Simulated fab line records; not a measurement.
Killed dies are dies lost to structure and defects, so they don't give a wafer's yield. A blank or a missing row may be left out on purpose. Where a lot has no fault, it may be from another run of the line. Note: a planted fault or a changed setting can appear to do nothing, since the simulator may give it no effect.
A struck lot beside a sound one + flow gf180mcu + 30 out of 602 route steps
Sound: these wafers, L496.1, L496.5, L496.6. Struck: wafers L499.1, L499.2, L499.4. Last of all comes the cause.
At each step with rows: each side's tool, then ch and its chambers, then its first start. Under that, the readings that differ: sound wafers + struck wafers + difference of the means + sigmas: that difference in standard deviations of wafers without a fault.
alike: a reading whose means differ by less than 2 such deviations, as well as words and numbers matching on both sides. not compared: withheld readings; readings where some wafer has no value; bounds like >300 that might hide an equal value; numbers whose values overlap and for which the record gives no deviation.
Wherever a step has rows on one side only, a row that says differs or no value, or a row with sigmas, the two part there. When numbers do not overlap yet have no deviation, they are printed without sigmas and do not part them. Lack of a reading on every wafer of one side parts them only where that side has two or more wafers.

first, 3 steps without rows for these wafers: GF_PSD_EXPOSE_04 (exposes mask Pplus, target cd 400 nm); GF_PSD_PEB_05; GF_PSD_DEVELOP_06 (develop time 60 s).
GF_PSD_CD_MEAS_07: target cd 400 nm.
  struck on cd-sem-01, day 17 09:05; sound on cd-sem-02, day 16 05:47
| reading    | sound             | struck            | difference | sigmas |
|------------|-------------------|-------------------|------------|--------|
| cd-nm (nm) | 392.6 394.8 395.0 | 399.8 400.4 400.7 | +6.2       | +2     |
GF_PSD_OVL_MEAS_08:
  struck on overlay-01, day 17 09:12; sound on overlay-02, day 16 05:54
  alike: PSD_OVL
next, for these wafers, 1 step has no rows: GF_PSD_IMPLANT_09.
GF_PSD_STRIP_10: strips in O2/N2.
  sound on plasma-asher-01 ch 0,1, day 16 06:05; struck on plasma-asher-02 ch 0,1, day 17 09:23
  alike: drypump-motor-current-A, heater-power-w, n2-flow-sccm, oes-product-au, platen-temp-c, strip-time-to-endpoint-s
  not compared: rf-hours-counter-h
GF_PSD_TW_MEAS_11:
  struck on film-metro-01, day 17 09:29; sound on film-metro-01, day 16 06:11
  alike: PSD_TW
then, 1 step without rows for these wafers: GF_PSD_CLEAN_12 (cleans in SC1/SC2, time 150 s).
GF_PSD_RTA_13: time 20 s.
  sound on rtp-anneal-02 ch 0, day 16 06:18; struck on rtp-anneal-01 ch 0, day 17 09:36
  alike: lamp-power-pct, wafer_temp_C_max
GF_PSD_RS_MEAS_14: measures by four-point-probe.
  struck on film-metro-03, day 17 09:41; sound on film-metro-04, day 16 06:23
  alike: NSD_RS
GF_PSD_RS_MEAS_15: measures by four-point-probe.
  struck on film-metro-03, day 17 09:48; sound on film-metro-04, day 16 06:30
  alike: PSD_RS
GF_SAB_CVD_00: deposits SiO2 from TEOS, target thk 50 nm, time 4.9302 s.
  sound on pecvd-04 ch 1,2, day 16 06:37; struck on pecvd-04 ch 0,2, day 17 09:55
| reading                              | sound             | struck            | difference | sigmas |
|--------------------------------------|-------------------|-------------------|------------|--------|
| model.SiO2_of_SAB_CVD_00.thk-nm (nm) | 49.04 50.23 49.07 | 64.01 65.27 65.76 | +15.57     |        |
  alike: heater-power-w
GF_SAB_THK_MEAS_01:
  struck on film-metro-02, day 17 09:56; sound on film-metro-02, day 16 06:38
| reading             | sound          | struck         | difference | sigmas |
|---------------------|----------------|----------------|------------|--------|
| SAB_CVD_00_THK (nm) | 49.0 50.2 49.0 | 64.0 65.3 65.7 | +15.6      | +21    |
then, 7 steps without rows for these wafers: GF_SAB_DEHYDRATE_02 (time 60 s); GF_SAB_HMDS_03 (prime time 60 s); GF_SAB_COAT_04 (resist thk 1000 nm); GF_SAB_SOFTBAKE_05 (time 60 s); GF_SAB_EXPOSE_06 (exposes mask SAB, target cd 420 nm); GF_SAB_PEB_07; GF_SAB_DEVELOP_08 (develop time 60 s).
GF_SAB_CD_MEAS_09: target cd 420 nm.
  struck on cd-sem-02, day 18 09:20; sound on cd-sem-01, day 17 04:57
  alike: cd-nm
GF_SAB_OVL_MEAS_10:
  struck on overlay-02, day 18 09:27; sound on overlay-02, day 17 05:04
  alike: SAB_OVL
GF_SAB_ETCH_11: etches SiO2 in C4F8/O2/Ar, target depth 55 nm, time 8.5 s.
  sound on rie-diel-04 ch 0,1,3, day 17 05:06; struck on rie-diel-04 ch 1,2, day 18 09:29
  alike: bias-w, oes-product-au
  not compared: rf-hours-counter-h
then, 1 step without rows for these wafers: GF_SAB_WET_ETCH_12 (etches SiO2 in dHF, target depth 22 nm, time 440 s).
GF_SAB_STRIP_13: strips in O2/N2.
  sound on plasma-asher-02 ch 0,1, day 17 05:16; struck on plasma-asher-01 ch 0,1, day 18 09:38
  alike: drypump-motor-current-A, heater-power-w, n2-flow-sccm, oes-product-au, platen-temp-c, strip-time-to-endpoint-s
  not compared: rf-hours-counter-h
then, 1 step without rows for these wafers: GF_SALICIDE_CLEAN_00 (cleans in SC1/SC2, time 150 s).
GF_SALICIDE_WET_ETCH_01: etches SiO2 in dHF, target depth 5 nm, time 100 s.
  sound on wet-bench-03 ch 2, day 17 05:25; struck on wet-bench-01 ch 2, day 18 09:47
| reading                              | sound            | struck           | difference | sigmas |
|--------------------------------------|------------------|------------------|------------|--------|
| model.SiO2_of_SAB_CVD_00.thk-nm (nm) | 38.2 39.33 38.18 | 53.48 54.7 55.24 | +15.90     |        |
GF_SALICIDE_SPUTTER_02: material Co, target thk 10 nm, time 20 s.
  struck on pvd-sputter-03, day 18 09:49; sound on pvd-sputter-01, day 17 05:26
| reading                | sound          | struck         | difference | sigmas |
|------------------------|----------------|----------------|------------|--------|
| throttle-valve-pct (%) | 29.1 29.1 30.8 | 32.3 30.4 32.1 | +1.9       | +2     |
  alike: cathode-dc-power-W
GF_PASSIVATION_PROBE_99:
  the record has rows for the sound wafers here (prober-02, day 30 20:41) and none for the struck ones

WHERE THEY PART
Last at GF_PASSIVATION_PROBE_99 as far as this record goes, first at GF_PSD_CD_MEAS_07.

WHY: the cause the simulator had injected
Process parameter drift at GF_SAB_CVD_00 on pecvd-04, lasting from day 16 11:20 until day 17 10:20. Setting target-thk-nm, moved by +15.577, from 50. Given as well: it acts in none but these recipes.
